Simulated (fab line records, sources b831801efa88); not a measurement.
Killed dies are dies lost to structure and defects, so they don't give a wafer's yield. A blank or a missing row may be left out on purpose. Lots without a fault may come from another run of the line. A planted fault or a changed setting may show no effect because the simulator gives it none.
Which tool did it? | flow sky130 | 12 lots, 36 wafers sampled, at 5 steps of a route of 708

WHAT THE GAUGES READ, wafer by wafer
The record holds no reading of a measuring or inspecting step that can be judged against a usual standard deviation.

WHICH TOOL RAN EACH LOT (tool, then ch and the chambers of the sampled wafers, then the start)
lot  | SKY_LI_CONTACT_CMP_24         | SKY_METAL1_ETCH_18                | SKY_METAL1_METAL_ETCH_19          | SKY_VIA1_SPUTTER_20          | SKY_PAD_OPEN_PROBE_99
L299 | cmp-01 ch 2,3, day 29 04:40   | rie_metal-01 ch 0, day 32 19:46   | rie_metal-01 ch 0, day 32 19:55   | pvd_sputter-02, day 34 00:19 | prober-01, day 45 17:37
L300 | cmp-02 ch 0,2,3, day 29 09:49 | rie_metal-01 ch 0, day 32 22:46   | rie_metal-01 ch 0, day 32 22:53   | pvd_sputter-02, day 34 03:40 | prober-02, day 45 20:53
L301 | cmp-01 ch 0,3, day 29 16:05   | rie_metal-02 ch 0,1, day 33 07:13 | rie_metal-02 ch 0,1, day 33 07:17 | pvd_sputter-04, day 34 11:19 | prober-01, day 46 02:51
L302 | cmp-02 ch 0,2,3, day 30 04:40 | rie_metal-02 ch 0,1, day 33 17:02 | rie_metal-02 ch 0,1, day 33 17:07 | pvd_sputter-02, day 34 21:44 | prober-02, day 46 11:34
L304 | cmp-02 ch 1,2,3, day 30 21:37 | rie_metal-03 ch 0, day 34 11:52   | rie_metal-03 ch 0, day 34 11:59   | pvd_sputter-02, day 35 16:53 | prober-01, day 47 00:43
L305 | cmp-02 ch 0,1,2, day 31 04:55 | rie_metal-03 ch 0, day 34 17:20   | rie_metal-03 ch 0, day 34 17:28   | pvd_sputter-01, day 35 21:29 | prober-02, day 47 05:59
L308 | cmp-01 ch 0,1, day 32 02:13   | rie_metal-01 ch 1, day 35 14:25   | rie_metal-01 ch 1, day 35 14:29   | pvd_sputter-02, day 36 18:11 | prober-01, day 47 22:02
L317 | cmp-02 ch 1,3, day 35 00:52   | rie_metal-03 ch 0, day 38 10:05   | rie_metal-03 ch 0, day 38 10:09   | pvd_sputter-04, day 39 12:47 | prober-02, day 49 22:55
L318 | cmp-02 ch 0,2,3, day 35 07:16 | rie_metal-02 ch 0,1, day 38 16:01 | rie_metal-02 ch 0,1, day 38 16:05 | pvd_sputter-01, day 39 19:37 | prober-01, day 50 00:32
L320 | cmp-02 ch 0,2, day 36 02:41   | rie_metal-03 ch 0,1, day 39 11:13 | rie_metal-03 ch 0,1, day 39 11:17 | pvd_sputter-02, day 40 12:47 | prober-01, day 50 13:28
L321 | cmp-01 ch 1,2, day 36 04:37   | rie_metal-02 ch 0, day 39 12:38   | rie_metal-02 ch 0, day 39 12:42   | pvd_sputter-04, day 40 15:08 | prober-02, day 50 14:28
L322 | cmp-01 ch 1,2, day 37 17:16   | rie_metal-01 ch 0,1, day 40 23:23 | rie_metal-01 ch 0,1, day 40 23:27 | pvd_sputter-02, day 42 00:58 | prober-02, day 51 12:02
- SKY_LI_CONTACT_CMP_24: polishes, stops on PSG, t overpolish 20 s, target thk 0 nm.
- SKY_METAL1_ETCH_18: etches BARC in N2/H2, stops on SiO2, time 45.9 s, target depth 60 nm.
- SKY_METAL1_METAL_ETCH_19: etches the open film in Cl2/BCl3, stops on SiO2, target depth 360 nm, time 78 s.
- SKY_VIA1_SPUTTER_20: material TiN, target thk 20 nm, time 80 s.
- SKY_PAD_OPEN_PROBE_99

WHAT THE TOOLS THEMSELVES READ (means of the sampled wafers that have a number; where no wafer has one, the mark that the record gives instead)
SKY_LI_CONTACT_CMP_24.
lot  | tool   | motor_current_A (A) | overpolish_run_s (s) | time_to_endpoint_s (s)
L299 | cmp-01 | 11.2                | 20.000               | 99
L300 | cmp-02 | 10.5                | 19.993               | 99
L301 | cmp-01 | 10.7                | 19.999               | 98
L302 | cmp-02 | 10.6                | 19.998               | 100
L304 | cmp-02 | 11.1                | 19.996               | 99
L305 | cmp-02 | 10.4                | 19.997               | 98
L308 | cmp-01 | 11.6                | 20.002               | 103
L317 | cmp-02 | 10.7                | 19.996               | 100
L318 | cmp-02 | 10.9                | 20.000               | 97
L320 | cmp-02 | 10.2                | 19.991               | 101
L321 | cmp-01 | 11.7                | 20.005               | 100
L322 | cmp-01 | 11.7                | 20.005               | 99

SKY_METAL1_ETCH_18.
lot  | tool         | drypump_motor_current_A (A) | oes_product_au (a.u.) | throttle_valve_pct (%)
L299 | rie_metal-01 | 5.4                         | 0.855                 | 13.226
L300 | rie_metal-01 | 5.4                         | 0.855                 | 13.216
L301 | rie_metal-02 | 5.9                         | 0.855                 | 13.232
L302 | rie_metal-02 | 6.0                         | 0.849                 | 13.225
L304 | rie_metal-03 | 6.0                         | 0.856                 | 13.219
L305 | rie_metal-03 | 6.0                         | 0.854                 | 13.233
L308 | rie_metal-01 | 5.5                         | 0.857                 | 13.220
L317 | rie_metal-03 | 6.0                         | 0.854                 | 13.227
L318 | rie_metal-02 | 6.0                         | 0.860                 | 13.222
L320 | rie_metal-03 | 5.2                         | 0.850                 | 13.224
L321 | rie_metal-02 | 5.9                         | 0.852                 | 13.217
L322 | rie_metal-01 | 5.4                         | 0.855                 | 13.229

SKY_METAL1_METAL_ETCH_19.
lot  | tool         | drypump_motor_current_A (A) | oes_product_au (a.u.) | throttle_valve_pct (%)
L299 | rie_metal-01 | 5.4                         | 0.857                 | 22.271
L300 | rie_metal-01 | 5.4                         | 0.852                 | 22.258
L301 | rie_metal-02 | 5.9                         | 0.854                 | 22.272
L302 | rie_metal-02 | 5.9                         | 0.862                 | 22.265
L304 | rie_metal-03 | 6.0                         | 0.860                 | 22.273
L305 | rie_metal-03 | 6.0                         | 0.853                 | 22.269
L308 | rie_metal-01 | 5.5                         | 0.855                 | 22.273
L317 | rie_metal-03 | 6.0                         | 0.865                 | 22.269
L318 | rie_metal-02 | 5.9                         | 0.852                 | 22.261
L320 | rie_metal-03 | 5.2                         | 0.851                 | 22.280
L321 | rie_metal-02 | 5.9                         | 0.856                 | 22.265
L322 | rie_metal-01 | 5.4                         | 0.853                 | 22.260

SKY_VIA1_SPUTTER_20.
lot  | tool           | throttle_valve_pct (%)
L299 | pvd_sputter-02 | 29.4
L300 | pvd_sputter-02 | 28.0
L301 | pvd_sputter-04 | 29.7
L302 | pvd_sputter-02 | 29.1
L304 | pvd_sputter-02 | 29.2
L305 | pvd_sputter-01 | 30.6
L308 | pvd_sputter-02 | 28.9
L317 | pvd_sputter-04 | 30.0
L318 | pvd_sputter-01 | 31.2
L320 | pvd_sputter-02 | 28.4
L321 | pvd_sputter-04 | 30.5
L322 | pvd_sputter-02 | 28.8

SKY_PAD_OPEN_PROBE_99.
lot  | tool      | killed_at_M0_to_M3 | killed_at_M4_up | killed_at_contacts | killed_at_front_end | killed_at_other | killed_dies | killed_on_rim | killed_open | killed_short
L299 | prober-01 | 48                 | 3.0             | 23                 | 15                  | 0.0             | 90          | 19            | 46          | 44
L300 | prober-02 | 39                 | 4.0             | 19                 | 16                  | 0.3             | 79          | 15            | 44          | 35
L301 | prober-01 | 48                 | 3.0             | 19                 | 13                  | 0.3             | 84          | 14            | 42          | 41
L302 | prober-02 | 47                 | 3.0             | 21                 | 16                  | 1.0             | 88          | 19            | 48          | 40
L304 | prober-01 | 38                 | 4.7             | 23                 | 12                  | 0.0             | 78          | 17            | 38          | 40
L305 | prober-02 | 45                 | 2.7             | 19                 | 12                  | 0.0             | 78          | 16            | 41          | 37
L308 | prober-01 | 42                 | 3.0             | 205                | 7                   | 0.0             | 257         | 49            | 33          | 33
L317 | prober-02 | 45                 | 3.0             | 23                 | 13                  | 0.0             | 84          | 16            | 47          | 36
L318 | prober-01 | 45                 | 4.0             | 26                 | 13                  | 0.3             | 89          | 14            | 46          | 42
L320 | prober-01 | 36                 | 0.7             | 24                 | 11                  | 0.3             | 72          | 12            | 40          | 32
L321 | prober-02 | 47                 | 1.7             | 27                 | 13                  | 0.3             | 89          | 22            | 52          | 37
L322 | prober-02 | 46                 | 3.7             | 35                 | 15                  | 0.0             | 99          | 22            | 50          | 49

THE ANSWER, worked out from the rows above alone
Rule: what is usual is taken from the lots themselves. Put in order of their means at a reading, lots are off if they are a third of the lots or fewer, leave a main group of 4 or more, and stand apart from it by a gap of 3 or more times the standard deviation of the main group's means; of several such gaps the widest counts. A main group whose means are all the same, to the digits that the tables above print for the reading, isn't used. A lot without any number at a reading at which 4 lots or more have one is off too. The other lots that the step has rows for count as sound. The gauges are gone through in route order, then the tools' own readings, and for those a lot's mean is taken as printed above. The first step at which some lot is off is used, and at that step the reading that is off furthest; a lot without a number counts as furthest.
Off: L308, at SKY_PAD_OPEN_PROBE_99 (killed_at_contacts). The main group: mean 24, standard deviation 4.5.
A tool fits if, at that step or a process step before it, it ran every lot that is off, and no sound lot after the first of them. None of those tried fits.

WHAT THE SIMULATOR HAD PUT IN
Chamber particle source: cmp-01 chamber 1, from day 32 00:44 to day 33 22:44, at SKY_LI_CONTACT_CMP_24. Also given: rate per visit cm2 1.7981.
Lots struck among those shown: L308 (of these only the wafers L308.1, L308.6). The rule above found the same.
